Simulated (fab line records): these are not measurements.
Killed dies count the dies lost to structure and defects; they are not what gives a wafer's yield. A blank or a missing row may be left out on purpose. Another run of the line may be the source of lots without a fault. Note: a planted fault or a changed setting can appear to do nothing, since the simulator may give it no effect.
The tool behind it: which one? -- flow sky130 -- 14 lots, 40 wafers sampled, at 4 steps of a route of 708

== WHAT THE GAUGES SHOWED, per wafer ==
SKY_VT_ADJUST_HVTR_CD_MEAS_07 targets a cd of 380 nm.
lot,measured,on,cd-nm (nm)
L663,day 9 11:36,cd-sem-01,381.3 382.9 382.8
L664,day 9 15:44,cd-sem-01,376.1 375.0 377.1
L665,day 10 03:17,cd-sem-01,379.5 379.4 380.1
L666,day 10 06:59,cd-sem-02,380.1 378.6 378.4
L667,day 10 17:19,cd-sem-02,378.6 383.1 382.1
L668,day 10 20:25,cd-sem-01,377.4 378.1 377.1
L671,day 11 22:28,cd-sem-02,378.1 378.0
L672,day 12 04:13,cd-sem-01,376.5 378.9
L680,day 14 18:21,cd-sem-01,378.7 378.4 381.9
L682,day 15 10:27,cd-sem-01,379.1 377.6 377.3
L683,day 15 17:41,cd-sem-02,375.6 378.6 379.0
L684,day 16 03:52,cd-sem-01,380.5 382.4 381.7
L685,day 16 11:13,cd-sem-01,384.1 383.0 383.1
L686,day 17 00:02,cd-sem-02,383.8 383.1 385.2

SKY_SONOS_TUNNEL_CD_MEAS_07 targets a cd of 410 nm.
lot,measured,on,cd-nm (nm)
L663,day 11 09:38,cd-sem-02,412.8 411.8 415.1
L664,day 11 13:46,cd-sem-01,412.0 413.9 411.6
L665,day 12 02:13,cd-sem-01,413.5 412.9 414.0
L666,day 12 06:26,cd-sem-01,409.9 409.9 407.7
L667,day 12 17:57,cd-sem-02,408.2 408.8 406.1
L668,day 12 20:54,cd-sem-02,407.4 408.2 407.9
L671,day 14 00:06,cd-sem-02,411.2 409.5
L672,day 14 07:19,cd-sem-02,413.7 413.1
L680,day 17 02:47,cd-sem-02,412.6 412.8 414.8
L682,day 17 19:22,cd-sem-02,407.8 407.5 407.8
L683,day 18 02:41,cd-sem-01,408.2 409.5 408.9
L684,day 18 13:36,cd-sem-02,408.2 406.0 406.8
L685,day 18 21:30,cd-sem-02,409.5 409.7 411.9
L686,day 19 12:14,cd-sem-02,411.1 413.3 411.8

SKY_SONOS_TUNNEL_OVL_MEAS_08.
lot,measured,on,SONOS_TUNNEL_OVL (nm)
L663,day 11 09:46,overlay-02,-0.2 1.6 0.7
L664,day 11 13:52,overlay-02,-1.5 -1.7 0.3
L665,day 12 02:18,overlay-01,-0.8 -0.2 -2.1
L666,day 12 06:33,overlay-01,-2.1 -1.4 -0.1
L667,day 12 18:04,overlay-01,1.2 0.3 -0.4
L668,day 12 21:01,overlay-01,0.1 1.5 -1.5
L671,day 14 00:13,overlay-02,1.5 2.5
L672,day 14 07:25,overlay-02,1.1 2.3
L680,day 17 02:55,overlay-01,-2.0 -0.9 -0.3
L682,day 17 19:28,overlay-01,1.3 -0.1 -1.1
L683,day 18 02:48,overlay-01,-0.1 -1.7 -2.2
L684,day 18 13:40,overlay-02,0.1 -0.4 -1.3
L685,day 18 21:37,overlay-01,-0.3 1.4 0.6
L686,day 19 12:21,overlay-01,1.2 1.2 -0.6

== EACH LOT AND THE TOOL THAT RAN IT (in order: tool; ch and the chambers of the sampled wafers; start) ==
lot,SKY_FIELD_ISO_ETCH_17
L663,"rie-si-01 ch 0,3, day 2 05:28"
L664,"rie-si-02 ch 0,3, day 2 11:07"
L665,"rie-si-02 ch 1,2,3, day 2 17:07"
L666,"rie-si-01 ch 0,1,3, day 2 21:10"
L667,"rie-si-01 ch 0,1, day 3 03:06"
L668,"rie-si-01 ch 0,1,2, day 3 06:55"
L671,"rie-si-01 ch 0,3, day 3 22:58"
L672,"rie-si-01 ch 0,3, day 4 02:58"
L680,"rie-si-02 ch 2,3, day 5 20:49"
L682,"rie-si-01 ch 0,1,3, day 6 11:55"
L683,"rie-si-01 ch 0,2,3, day 6 16:15"
L684,"rie-si-01 ch 0,2,3, day 7 00:31"
L685,"rie-si-02 ch 1,2, day 7 03:46"
L686,"rie-si-01 ch 1,3, day 7 06:40"
- SKY_FIELD_ISO_ETCH_17: etches Si in HBr/Cl2/O2, target depth 342 nm, time 97.7 s.

== WHAT THE TOOLS THEMSELVES READ (means of the sampled wafers that have a number; where no wafer has one, the mark that the record gives instead) ==
SKY_FIELD_ISO_ETCH_17.
lot,tool,drypump-motor-current-A (A),oes-product-au (a.u.),throttle-valve-pct (%)
L663,rie-si-01,5.8,0.997,25.656
L664,rie-si-02,6.1,1.009,25.666
L665,rie-si-02,5.7,1.002,25.664
L666,rie-si-01,5.8,1.009,25.655
L667,rie-si-01,5.5,0.995,25.665
L668,rie-si-01,5.6,0.996,25.653
L671,rie-si-01,5.9,1.159,25.539
L672,rie-si-01,5.9,1.143,25.547
L680,rie-si-02,5.9,1.007,25.656
L682,rie-si-01,5.7,1.007,25.659
L683,rie-si-01,5.9,1.008,25.660
L684,rie-si-01,5.9,1.015,25.646
L685,rie-si-02,6.0,1.002,25.655
L686,rie-si-01,5.7,1.007,25.656

== THE ANSWER, worked out from the rows above alone ==
Rule: what is usual is taken from the lots themselves. The widest of any qualifying gaps counts: lots, ordered by their means at a reading, are off when they make up no more than a third of the lots, leave a main group of 4 or more, and stand apart from it by 3 or more times the standard deviation of that group's means. A main group whose means are all the same, to the digits that the tables above print for the reading, isn't used. Also off: a lot with no number at a reading for which 4 or more lots have one. Any other lot the step has rows for is counted as sound. Order of review: gauges by route order, followed by the tools' own readings, for which a lot's mean as printed above is used. The first step at which some lot is off is used, and at that step the reading that is off furthest; a lot without a number counts as furthest.
Off: L671, L672 (SKY_FIELD_ISO_ETCH_17, oes-product-au). Mean 1.004 a.u. and standard deviation 0.0059 in the main group.
If a tool, at that step or one of the process steps before it, ran each lot that is off and ran no sound lot following the first of them, it fits. Of those tried, none fits.

== WHAT THE SIMULATOR HAD PUT IN ==
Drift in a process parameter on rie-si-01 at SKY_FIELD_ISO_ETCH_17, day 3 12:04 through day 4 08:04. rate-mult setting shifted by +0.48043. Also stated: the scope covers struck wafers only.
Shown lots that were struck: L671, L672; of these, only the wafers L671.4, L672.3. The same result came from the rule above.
